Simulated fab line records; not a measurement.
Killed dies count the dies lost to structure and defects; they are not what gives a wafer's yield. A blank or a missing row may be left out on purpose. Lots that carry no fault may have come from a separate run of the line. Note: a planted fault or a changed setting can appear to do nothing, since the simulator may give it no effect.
Struck lot and sound lot, side by side / flow sky130 / 4 out of 708 route steps
Sound: the wafers L321.4, L321.5, L321.6. Struck: wafers L335.1, L335.3, L335.6. At the end, the cause is stated.
At each step with rows: each side's tool, then ch and its chambers, then its first start. Under that, the readings that differ: sound wafers / struck wafers / difference of the means / sigmas: that difference in standard deviations of wafers without a fault.
alike: words and numbers the same on both sides, and readings whose means are apart by under 2 such deviations; not compared: readings that were withheld, readings missing a value for some wafer, numbers with overlapping values and no deviation given by the record, and bounds like >300 which may hide the same value.
A row with sigmas, a row that says differs or no value, or rows on one side alone: a step with any of these is where the two part. Numbers that have no deviation but don't overlap get no sigmas and don't part them. A reading missing from all wafers of one side parts the sides only when that side holds two or more wafers.

SKY_FIELD_ISO_BOW_MEAS_00:
  sound on film metro-01 at day 2 16:04; struck on film metro-02 at day 5 14:00
  alike: INCOMING_BOW
SKY_FIELD_ISO_OXIDATION_01: stabilise 600 s, purge 300 s, target thk 12 nm.
  sound on furnace-02 ch 0, day 2 18:21; struck on furnace-02, day 5 14:10
  no value came back on the struck wafers for ox temp c (C), ox temp c max; on the sound wafers ox temp c (C) reads 900.0 899.9 899.7
then, 1 step without rows for these wafers: SKY_FIELD_ISO_CVD_03 (deposits Si3N4 from DCS/NH3, target thk 165 nm, time 2830 s).
-- here the record skips 45 days between the struck wafers' starts before and after, leaving off in module FIELD_ISO and picking up in module PAD_OPEN (first step shown: number 708 of the route) --
SKY_PAD_OPEN_PROBE_99:
  sound on prober-02 at day 47 16:08; struck on prober-02 at day 50 09:01
reading=model.etest.pfet_16v.r on ohm um; sound=1.564e+04 1.575e+04 1.539e+04; struck=1.481e+04 1.454e+04 1.46e+04; difference=-9.433e+02; sigmas=
reading=model.etest.cap li to poly.c af um2; sound=96.96 94.4 94.12; struck=91.69 91.04 93.59; difference=-3.05; sigmas=
reading=model.etest.cap poly to well.c af um2; sound=87.98 89.88 90.88; struck=92.79 92.67 94.78; difference=+3.83; sigmas=
reading=model.etest.field p.vt v (V); sound=-42.72 -42.29 -41.67; struck=-37.9 -37.02 -35.94; difference=+5.3; sigmas=
reading=model.etest.field n.vt v (V); sound=36.27 36.18 35.99; struck=34.58 33.86 33.16; difference=-2.28; sigmas=
reading=model.etest.diode ndiff fingers.leak log10 a cm2; sound=-6.53 -6.551 -6.569; struck=-5.723 -5.824 -6.074; difference=+0.676; sigmas=
reading=model.etest.diode pdiff fingers.leak log10 a cm2; sound=-6.848 -6.54 -6.806; struck=-6.011 -5.969 -6.127; difference=+0.696; sigmas=
reading=model.etest.sram nfet pass.off log10 a um; sound=-12.91 -12.84 -13.03; struck=-12.26 -12.41 -12.32; difference=+0.60; sigmas=

## WHERE THEY PART
Only at SKY_FIELD_ISO_OXIDATION_01, within this record.

WHY: the cause the simulator had injected
Step skipped in full: furnace-02, at SKY_FIELD_ISO_OXIDATION_01, from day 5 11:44 onward. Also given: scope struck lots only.
